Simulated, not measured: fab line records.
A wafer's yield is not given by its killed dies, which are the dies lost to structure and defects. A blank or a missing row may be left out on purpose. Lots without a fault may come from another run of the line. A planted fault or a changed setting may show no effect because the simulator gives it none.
Which of the tools did it? + flow sky130 + 13 lots, 39 wafers sampled, at 5 steps of a route of 708

WHAT THE GAUGES SHOWED, per wafer
SKY_LDD_HVP_TW_MEAS_10.
| lot  | measured     | on           | LDD_HVP_TW        |
|------|--------------|--------------|-------------------|
| L585 | day 21 05:15 | filmMetro-01 | 456.3 457.6 456.5 |
| L587 | day 21 23:10 | filmMetro-02 | 460.6 458.5 460.7 |
| L589 | day 22 17:40 | filmMetro-01 | 458.7 461.9 460.2 |
| L594 | day 25 00:40 | filmMetro-03 | 480.4 481.3 478.6 |
| L595 | day 25 05:56 | filmMetro-02 | 479.3 482.3 481.4 |
| L598 | day 26 18:33 | filmMetro-02 | 452.7 454.8 454.6 |
| L602 | day 27 09:37 | filmMetro-03 | 457.1 458.0 457.5 |
| L600 | day 27 11:31 | filmMetro-01 | 457.0 456.9 457.2 |
| L601 | day 27 12:07 | filmMetro-03 | 459.6 458.6 458.7 |
| L604 | day 28 01:27 | filmMetro-01 | 458.4 460.6 461.5 |
| L605 | day 28 13:13 | filmMetro-02 | 453.5 453.9 454.4 |
| L606 | day 28 22:24 | filmMetro-03 | 458.8 462.0 460.0 |
| L607 | day 29 07:22 | filmMetro-02 | 453.3 451.8 450.9 |

SKY_POLY_CUT_CD_MEAS_08: the cd target is 270 nm.
| lot  | measured     | on       | cdNm (nm)         |
|------|--------------|----------|-------------------|
| L585 | day 23 21:49 | cdSem-02 | 268.3 270.2 269.5 |
| L587 | day 24 13:27 | cdSem-02 | 270.4 270.5 269.3 |
| L589 | day 25 08:55 | cdSem-02 | 269.2 267.7 270.7 |
| L594 | day 27 13:32 | cdSem-01 | 268.9 269.0 269.2 |
| L595 | day 27 20:04 | cdSem-01 | 270.9 270.2 271.6 |
| L598 | day 29 07:11 | cdSem-02 | 269.5 270.4 270.6 |
| L602 | day 29 21:39 | cdSem-02 | 268.0 269.5 270.5 |
| L600 | day 29 23:42 | cdSem-02 | 269.6 269.9 268.8 |
| L601 | day 30 00:39 | cdSem-02 | 267.8 268.4 268.3 |
| L604 | day 30 12:47 | cdSem-01 | 268.8 269.1 269.9 |
| L605 | day 31 00:34 | cdSem-01 | 270.7 271.9 270.4 |
| L606 | day 31 09:44 | cdSem-01 | 271.7 270.9 274.0 |
| L607 | day 31 16:24 | cdSem-01 | 269.4 268.6 267.6 |

SKY_LI_CONTACT_CD_MEAS_12: the cd target is 170 nm.
| lot  | measured     | on       | cdNm (nm)         |
|------|--------------|----------|-------------------|
| L585 | day 28 22:43 | cdSem-02 | 168.2 169.2 168.7 |
| L587 | day 29 16:06 | cdSem-02 | 167.9 168.1 168.9 |
| L589 | day 30 08:37 | cdSem-02 | 171.6 171.0 172.4 |
| L594 | day 32 10:04 | cdSem-01 | 170.3 169.8 169.3 |
| L595 | day 32 13:40 | cdSem-02 | 169.1 167.8 170.4 |
| L598 | day 34 00:20 | cdSem-01 | 169.9 170.8 171.2 |
| L602 | day 34 13:35 | cdSem-01 | 169.6 169.8 169.5 |
| L600 | day 34 16:17 | cdSem-02 | 169.3 172.1 171.2 |
| L601 | day 34 17:35 | cdSem-01 | 170.0 171.2 170.7 |
| L604 | day 35 04:53 | cdSem-01 | 170.5 171.0 172.1 |
| L605 | day 35 15:16 | cdSem-01 | 171.2 170.5 169.6 |
| L606 | day 36 00:13 | cdSem-01 | 169.3 167.9 170.2 |
| L607 | day 36 06:17 | cdSem-02 | 170.7 170.5 170.7 |

SKY_LI_CONTACT_THK_MEAS_23: measures by xrf.
| lot  | measured     | on           | LI_CONTACT_W_THK (nm) |
|------|--------------|--------------|-----------------------|
| L585 | day 28 23:41 | filmMetro-04 | 414 411 416           |
| L587 | day 29 17:02 | filmMetro-02 | 403 404 411           |
| L589 | day 30 09:35 | filmMetro-02 | 413 408 401           |
| L594 | day 32 11:02 | filmMetro-02 | 411 405 408           |
| L595 | day 32 14:47 | filmMetro-04 | 399 401 401           |
| L598 | day 34 01:17 | filmMetro-01 | 404 410 404           |
| L602 | day 34 14:33 | filmMetro-01 | 396 400 401           |
| L600 | day 34 17:14 | filmMetro-04 | 406 400 400           |
| L601 | day 34 18:32 | filmMetro-04 | 401 398 400           |
| L604 | day 35 05:50 | filmMetro-02 | 412 411 407           |
| L605 | day 35 16:14 | filmMetro-02 | 404 412 401           |
| L606 | day 36 01:11 | filmMetro-01 | 398 411 408           |
| L607 | day 36 07:14 | filmMetro-02 | 416 412 411           |

TOOL THAT RAN EACH LOT (tool first, then ch and the chambers of the sampled wafers, then the start)
| lot  | SKY_LDD_HVP_IMPLANT_08          |
|------|---------------------------------|
| L585 | implanter-02 ch 0, day 21 05:00 |
| L587 | implanter-04 ch 0, day 21 22:56 |
| L589 | implanter-03 ch 0, day 22 17:25 |
| L594 | implanter-03 ch 0, day 25 00:25 |
| L595 | implanter-03 ch 0, day 25 05:43 |
| L598 | implanter-02 ch 0, day 26 18:19 |
| L602 | implanter-04 ch 0, day 27 09:23 |
| L600 | implanter-04 ch 0, day 27 11:17 |
| L601 | implanter-04 ch 0, day 27 11:53 |
| L604 | implanter-02 ch 0, day 28 01:12 |
| L605 | implanter-03 ch 0, day 28 12:58 |
| L606 | implanter-02 ch 0, day 28 22:09 |
| L607 | implanter-03 ch 0, day 29 07:07 |
- SKY_LDD_HVP_IMPLANT_08

WHAT THE TOOLS THEMSELVES READ (means of the sampled wafers that have a number; where no wafer has one, the mark that the record gives instead)
SKY_LDD_HVP_IMPLANT_08.
| lot  | tool         | beamEnergyKeV |
|------|--------------|---------------|
| L585 | implanter-02 | 20.005        |
| L587 | implanter-04 | 20.000        |
| L589 | implanter-03 | 20.002        |
| L594 | implanter-03 | 24.718        |
| L595 | implanter-03 | 24.728        |
| L598 | implanter-02 | 19.994        |
| L602 | implanter-04 | 19.995        |
| L600 | implanter-04 | 19.992        |
| L601 | implanter-04 | 19.998        |
| L604 | implanter-02 | 20.004        |
| L605 | implanter-03 | 20.001        |
| L606 | implanter-02 | 19.995        |
| L607 | implanter-03 | 19.998        |

THE ANSWER, worked out from the rows above alone
Rule: the lots themselves supply what counts as usual. Put in order of their means at a reading, lots are off if they are a third of the lots or fewer, leave a main group of 4 or more, and stand apart from it by a gap of 3 or more times the standard deviation of the main group's means; of several such gaps the widest counts. If all means in a main group match to the digits the tables above print for the reading, that group is not used. Also off: a lot with no number at a reading for which 4 or more lots have one. All remaining lots with rows at the step are treated as sound. The gauges are gone through in route order, then the tools' own readings, and for those a lot's mean is taken as printed above. At the first step where some lot is off, the reading lying furthest off is the one used; lots without a number count as furthest.
Off: L594, L595, seen at SKY_LDD_HVP_TW_MEAS_10 (LDD_HVP_TW). Mean 457.4 and standard deviation 2.8 in the main group.
If a tool, at a process step before that reading, ran all the lots that are off and no sound lot after the first of them, it fits. Not tried: the gauges at SKY_LDD_HVP_TW_MEAS_10; whatever is off there is also off at SKY_LDD_HVP_IMPLANT_08, on other tools, and gauge error can't account for it. No candidate that was tried fits.

WHAT THE SIMULATOR HAD INSERTED
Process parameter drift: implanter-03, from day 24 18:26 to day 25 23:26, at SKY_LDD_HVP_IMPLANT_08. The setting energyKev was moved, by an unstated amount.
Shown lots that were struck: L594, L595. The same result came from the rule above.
